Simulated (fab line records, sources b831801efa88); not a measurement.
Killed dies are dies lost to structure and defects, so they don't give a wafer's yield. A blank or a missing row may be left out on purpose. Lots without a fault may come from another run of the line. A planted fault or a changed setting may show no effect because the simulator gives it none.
fab line records | flow sky130
record lots=14 wafers=42 last_day=50
route steps=708 shown GATE_OXIDE@198 PAD_OPEN@708
lots that met no fault: from a run of the same line without faults
start_h: hours from the record's first day to the start of the lot's first wafer shown | wait_h: hours since the lot's step before | " the same as in the row above | L1.1+2: a row that stands for several wafers | - no value, or no start given | * or withheld: withheld | < > ~ a bound
route shown NAME@n: a module of which the file shows steps, and the number in the route of the first | usual: mean/standard deviation of fault-free wafers | same: alike in all rows | chamber/n: place in a boat | sites: the reading at each site | _std_site: their standard deviation | _edge_site: outer sites' mean less inner sites' | radius_mm: how far each site lies from the wafer's centre | mask NAME#n: copy n | behind: the tool/chamber that last shaped the wafer | hold: why the lot was held/for how many hours/how that ended | device: the transistor (n, p or np) that didn't switch | end of line: the same wafers' tests at the end of the route | a step without rows: its recipe alone | killed: dies lost to structure and defects at the first sort, not the wafer's yield | map: a wafer's dies, x killed, . not, _ none there
set.NAME: the setting as run; set.NAME@STEP: as run at that earlier step | model.NAME: the simulator's own value behind a step, which no gauge read
steps of the route over a sample of lots; a table a step, a row a wafer
services: from which hour (start_h, from the record's first day; less than 0 if before it) a tool's chamber was out of use, for how many hours, and why
## steps
# step SKY_GATE_OXIDE_IMPLANT_11
# recipe species=B energy_kev=10 dose_cm2=2.6e+12 tilt_deg=withheld
# usual beam_energy_keV=10.000/0.0028 end_station_pressure_torr=5.05e-06/2.2e-07
# columns lot.wafer tool chamber start_h wait_h beam_energy_keV end_station_pressure_torr
L377.3 implanter-04 0 304.60 0.1 9.9941 5.27e-06
L377.4 " 0 " " 9.9996 4.84e-06
L377.5 " 0 " " 9.9967 5.07e-06
L378.1 implanter-03 0 318.64 0.0 9.9988 5.15e-06
L378.5 " 0 " " 9.9974 5e-06
L378.6 " 0 " " 10.001 4.82e-06
L379.3 implanter-04 0 329.50 0.1 10.004 5.04e-06
L379.4 " 0 " " 9.9921 4.79e-06
L379.6 " 0 " " 9.9997 4.92e-06
L380.1 implanter-04 0 331.14 0.0 9.9940 5.08e-06
L380.2 " 0 " " 10.001 5.04e-06
L380.6 " 0 " " 9.9957 5.18e-06
L381.4 implanter-02 0 356.51 0.1 10.001 5.01e-06
L381.5 " 0 " " 10.001 4.54e-06
L381.6 " 0 " " 10.000 5.32e-06
L384.2 implanter-04 0 384.96 0.0 9.9994 4.56e-06
L384.4 " 0 " " 9.9990 5.18e-06
L384.5 " 0 " " 9.9930 5.14e-06
L383.1 implanter-03 0 385.35 0.0 10.000 5.07e-06
L383.4 " 0 " " 9.9994 5.08e-06
L383.6 " 0 " " 9.9991 4.95e-06
L387.1 implanter-03 0 408.69 0.0 10.000 5.22e-06
L387.2 " 0 " " 10.001 5.05e-06
L387.6 " 0 " " 10.002 4.83e-06
L392.3 implanter-04 0 436.15 0.1 10.001 4.52e-06
L392.4 " 0 " " 9.9987 5.21e-06
L392.6 " 0 " " 9.9982 5.49e-06
L393.1 implanter-03 0 441.15 0.0 9.1360 4.94e-06
L393.5 " 0 " " 9.1383 5.11e-06
L393.6 " 0 " " 9.1371 5.2e-06
L394.3 implanter-02 0 449.80 0.1 9.9963 5.08e-06
L394.5 " 0 " " 10.001 5.25e-06
L394.6 " 0 " " 9.9968 5.32e-06
L395.2 implanter-03 0 460.66 0.0 9.1348 4.73e-06
L395.3 " 0 " " 9.1403 4.95e-06
L395.4 " 0 " " 9.1394 4.91e-06
L397.2 implanter-04 0 483.36 0.0 10.002 5e-06
L397.4 " 0 " " 10.005 5.04e-06
L397.5 " 0 " " 10.003 4.73e-06
L398.2 implanter-02 0 490.67 0.0 10.003 5.17e-06
L398.4 " 0 " " 10.004 4.93e-06
L398.6 " 0 " " 10.000 5.17e-06
# step SKY_PAD_OPEN_PROBE_99
# usual killed_at_M0_to_M3=43/6.8 killed_at_M4_up=3.0/1.8 killed_at_contacts=23/5.4 killed_at_front_end=15/4.4 killed_at_other=0.3/0.51 killed_dies=85/9.2 killed_open=47/6.8 killed_short=39/6.8
# same gross_dies=492 killed_at_back_side=0
# columns lot.wafer tool chamber start_h wait_h killed_at_M0_to_M3 killed_at_M4_up killed_at_contacts killed_at_front_end killed_at_other killed_dies killed_open killed_short
L377.3 prober-02 - 1075.12 0.2 39 3 31 18 0 91 58 33
L377.4 prober-02 - 1075.17 0.2 39 4 25 16 0 84 45 39
L377.5 prober-02 - 1075.22 0.2 33 6 33 16 0 88 49 39
L383.1 prober-02 - 1128.47 0.1 43 2 19 5 0 69 41 28
L383.4 prober-02 - 1128.62 0.2 52 4 18 11 1 86 51 35
L383.6 prober-02 - 1128.72 0.2 42 4 25 14 0 85 50 35
L387.1 prober-01 - 1147.07 0.1 35 4 20 16 0 75 39 36
L387.2 prober-01 - 1147.12 0.1 44 1 30 9 1 85 52 33
L387.6 prober-01 - 1147.32 0.2 38 6 16 17 1 78 46 32
L393.1 prober-02 - 1164.28 0.1 44 2 17 15 0 78 47 31
L393.5 prober-02 - 1164.48 0.2 37 1 22 13 0 73 43 30
L393.6 prober-02 - 1164.53 0.2 46 1 19 14 0 80 30 50
L394.3 prober-01 - 1166.34 0.2 44 4 16 19 1 84 52 32
L394.5 prober-01 - 1166.44 0.2 43 2 18 13 0 76 48 28
L394.6 prober-01 - 1166.49 0.2 52 2 18 22 1 95 54 41
L395.2 prober-02 - 1176.48 0.1 56 1 26 17 0 100 45 55
L395.3 prober-02 - 1176.53 0.2 46 2 25 24 0 97 51 46
L395.4 prober-02 - 1176.58 0.2 47 6 27 21 0 101 56 45
# killed by level:class
L377.3 CONTACT:geometric_particle:open=13 VIA1:geometric_particle:open=12 LI_CONTACT:geometric_particle:open=9 VIA2:geometric_particle:open=6 CONTACT:geometric_particle:short=5 FIELD_ISO:geometric_particle:open=4 POLY_GATE:geometric_particle:short=4 METAL2:geometric_particle:short=4
L377.4 VIA1:geometric_particle:open=11 CONTACT:geometric_particle:open=9 LI_CONTACT:geometric_particle:open=6 FIELD_ISO:geometric_particle:short=5 FIELD_ISO:geometric_particle:open=5 CONTACT:geometric_particle:short=5 METAL1:geometric_particle:short=5 VIA3:geometric_particle:open=5
L377.5 CONTACT:geometric_particle:open=12 LI_CONTACT:geometric_particle:open=8 METAL2:geometric_particle:short=8 VIA1:geometric_particle:open=7 FIELD_ISO:geometric_particle:open=5 LOCAL_INTERCONNECT:geometric_particle:short=5 VIA3:geometric_particle:open=5 METAL4:geometric_particle:short=5
L383.1 VIA3:geometric_particle:open=12 LI_CONTACT:geometric_particle:open=7 VIA2:geometric_particle:open=7 VIA1:geometric_particle:open=7 VIA1:geometric_particle:short=5 VIA3:geometric_particle:short=4 CONTACT:geometric_particle:short=4 METAL3:geometric_particle:short=4
L383.4 VIA3:geometric_particle:open=9 VIA1:geometric_particle:open=8 VIA2:geometric_particle:open=8 LI_CONTACT:geometric_particle:open=7 VIA1:geometric_particle:short=7 CONTACT:geometric_particle:open=6 FIELD_ISO:geometric_particle:open=4 SPACER:geometric_particle:short=4
L383.6 CONTACT:geometric_particle:open=8 VIA1:geometric_particle:open=8 VIA3:geometric_particle:open=8 METAL1:geometric_particle:short=6 POLY_GATE:geometric_particle:short=5 LOCAL_INTERCONNECT:geometric_particle:open=5 VIA2:geometric_particle:open=5 LI_CONTACT:geometric_particle:open=4
L387.1 METAL2:geometric_particle:short=7 CONTACT:geometric_particle:open=6 VIA2:geometric_particle:open=5 VIA3:geometric_particle:open=5 FIELD_ISO:geometric_particle:open=4 FIELD_ISO:geometric_particle:short=4 SPACER:geometric_particle:open=4 LI_CONTACT:geometric_particle:short=3
L387.2 CONTACT:geometric_particle:open=15 LI_CONTACT:geometric_particle:open=7 METAL1:geometric_particle:short=6 VIA1:geometric_particle:short=6 VIA1:geometric_particle:open=6 VIA2:geometric_particle:open=6 VIA3:geometric_particle:short=6 VIA3:geometric_particle:open=6
L387.6 VIA1:geometric_particle:open=7 VIA3:geometric_particle:open=7 LI_CONTACT:geometric_particle:open=6 VIA2:geometric_particle:open=6 METAL4:geometric_particle:short=6 FIELD_ISO:geometric_particle:open=5 METAL2:geometric_particle:short=5 POLY_GATE:geometric_particle:open=4
L393.1 VIA1:geometric_particle:open=17 CONTACT:geometric_particle:open=8 FIELD_ISO:geometric_particle:short=5 METAL1:geometric_particle:short=5 VIA2:geometric_particle:open=5 FIELD_ISO:geometric_particle:open=4 POLY_GATE:geometric_particle:short=4 LI_CONTACT:geometric_particle:open=4
L393.5 VIA2:geometric_particle:open=13 VIA1:geometric_particle:open=7 METAL2:geometric_particle:short=6 LI_CONTACT:geometric_particle:open=6 CONTACT:geometric_particle:open=6 CONTACT:geometric_particle:short=5 METAL1:geometric_particle:short=4 LOCAL_INTERCONNECT:geometric_particle:open=4
L393.6 METAL1:geometric_particle:short=13 VIA1:geometric_particle:short=9 FIELD_ISO:geometric_particle:short=7 VIA1:geometric_particle:open=7 LI_CONTACT:geometric_particle:short=5 LI_CONTACT:geometric_particle:open=5 CONTACT:geometric_particle:short=4 METAL2:geometric_particle:open=4
L394.3 VIA1:geometric_particle:open=13 FIELD_ISO:geometric_particle:open=7 LI_CONTACT:geometric_particle:open=6 VIA2:geometric_particle:open=6 VIA1:geometric_particle:short=5 FIELD_ISO:geometric_particle:short=4 CONTACT:geometric_particle:open=4 METAL1:geometric_particle:short=4
L394.5 CONTACT:geometric_particle:open=11 VIA1:geometric_particle:open=7 FIELD_ISO:geometric_particle:open=6 METAL2:geometric_particle:short=6 VIA3:geometric_particle:open=6 LI_CONTACT:geometric_particle:open=5 VIA2:geometric_particle:open=5 POLY_GATE:geometric_particle:short=4
L394.6 VIA1:geometric_particle:open=12 VIA3:geometric_particle:open=8 VIA2:geometric_particle:open=7 FIELD_ISO:geometric_particle:short=6 FIELD_ISO:geometric_particle:open=6 CONTACT:geometric_particle:open=6 CONTACT:geometric_particle:short=5 VIA2:geometric_particle:short=5
L395.2 CONTACT:geometric_particle:open=10 METAL1:geometric_particle:short=10 VIA1:geometric_particle:open=10 VIA2:geometric_particle:open=10 POLY_GATE:geometric_particle:short=9 LI_CONTACT:geometric_particle:open=8 METAL2:geometric_particle:short=6 VIA1:geometric_particle:short=5
L395.3 POLY_GATE:geometric_particle:open=10 METAL1:geometric_particle:short=10 VIA1:geometric_particle:open=10 VIA2:geometric_particle:open=7 CONTACT:geometric_particle:open=6 VIA3:geometric_particle:open=6 FIELD_ISO:geometric_particle:short=5 POLY_GATE:geometric_particle:short=5
L395.4 CONTACT:geometric_particle:open=9 LI_CONTACT:geometric_particle:open=8 METAL1:geometric_particle:short=8 VIA3:geometric_particle:open=8 VIA1:geometric_particle:open=7 VIA2:geometric_particle:open=7 FIELD_ISO:geometric_particle:short=5 LOCAL_INTERCONNECT:geometric_particle:short=5
## services
# columns tool chamber start_h hours kind
implanter-04 - 370.92 2.1 repair
implanter-03 - 476.92 3.6 pm
implanter-04 - 484.45 6.1 pm
## key
first_sign step=SKY_GATE_OXIDE_IMPLANT_11 reading=beam_energy_keV direction=down sigmas=99+ usual=* struck=*
effect none on later readings
met_at SKY_GATE_OXIDE_IMPLANT_11
struck_lots L393,L395
tester_left_out L393,L395
onset_between 408.69 441.15
fault kind=process_parameter_drift tool=implanter-03 chamber=- onset_h=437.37 steps=SKY_GATE_OXIDE_IMPLANT_11 channel=energy_kev offset=* shape=step end_h=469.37 acts_in=* stated=*
# tester_left_out: of these lots the tester's yield and bins aren't shown, on N5 and GAA mostly nor the transistor test; their killed dies are dies lost to structure and defects alone, not to doping, threshold or leakage, so they don't give the yield
